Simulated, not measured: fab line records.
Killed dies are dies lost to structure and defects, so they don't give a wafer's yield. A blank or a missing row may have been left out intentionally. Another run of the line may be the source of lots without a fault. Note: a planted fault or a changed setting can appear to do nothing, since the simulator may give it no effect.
One fault seen from 2 desks :: flow gf180mcu :: what lay behind the numbers comes last; until then each desk has only its own

== AT THE TOOL OWNER'S DESK: pecvd-01 ==
The tool's own readings at GF_V2_CVD_02 (deposits SiO2 from TEOS, target thk 850 nm, time 94.851 s): means of the sampled wafers that have a number, for each lot that ran on this tool. Any lot whose mean is over 4 standard deviations away from the usual mean is out of limits and marked OUT; that distance is given in the brackets.
Columns: A = heater power w at GF_V2_CVD_02, usual 710 W
lot: L240
first seen here: day 22 14:27
A: 633

lot: L244
first seen here: day 23 22:06
A: 640

lot: L246
first seen here: day 24 11:55
A: 730

lot: L250
first seen here: day 25 19:08
A: 701

lot: L252
first seen here: day 26 05:07
A: 735
Finding of this desk: none of the 5 lots has anything out of limits.

== METROLOGY DESK ==
What the gauges read, lot by lot, whatever tool the lot ran on: means of the sampled wafers that have a number. Any lot whose mean is over 4 standard deviations away from the usual mean is out of limits and marked OUT; that distance is given in the brackets.
Columns: A = V2_CVD_02_THK at GF_V2_THK_MEAS_03, usual 847 nm
lot: L240
first seen here: day 22 14:32
A: 851

lot: L241
first seen here: day 23 02:04
A: 849

lot: L244
first seen here: day 23 22:11
A: 841

lot: L246
first seen here: day 24 12:00
A: 860

lot: L248
first seen here: day 25 00:38
A: 847

lot: L250
first seen here: day 25 19:13
A: 1041 (+16) OUT

lot: L252
first seen here: day 26 05:11
A: 1053 (+17) OUT

lot: L253
first seen here: day 26 16:46
A: 842

lot: L256
first seen here: day 27 11:08
A: 842

lot: L258
first seen here: day 27 23:58
A: 842

lot: L260
first seen here: day 28 08:40
A: 853
This desk finds L250, L252 out of limits, with the earliest case on L250 at day 25 19:13 (V2_CVD_02_THK at GF_V2_THK_MEAS_03). In limits: L240, L241, L244, L246, L248, L253, L256, L258, L260.

== PUT TOGETHER ==
On L250, L252, the metrology desk was in a position to raise an alarm at day 25 19:13.
The desk of the tool owner found nothing out of limits.
The tool owner's desk has L250, L252 on record, within its limits.
The lots listed all ran GF_V2_CVD_02 on pecvd-01.

== WHAT THE SIMULATOR HAD PUT IN ==
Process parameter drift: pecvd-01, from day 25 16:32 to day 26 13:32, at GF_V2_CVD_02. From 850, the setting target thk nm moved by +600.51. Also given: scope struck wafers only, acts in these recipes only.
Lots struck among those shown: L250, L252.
Per desk, hours elapsed from the start of the fault to the first reading out of limits: for the metrology desk, 3.
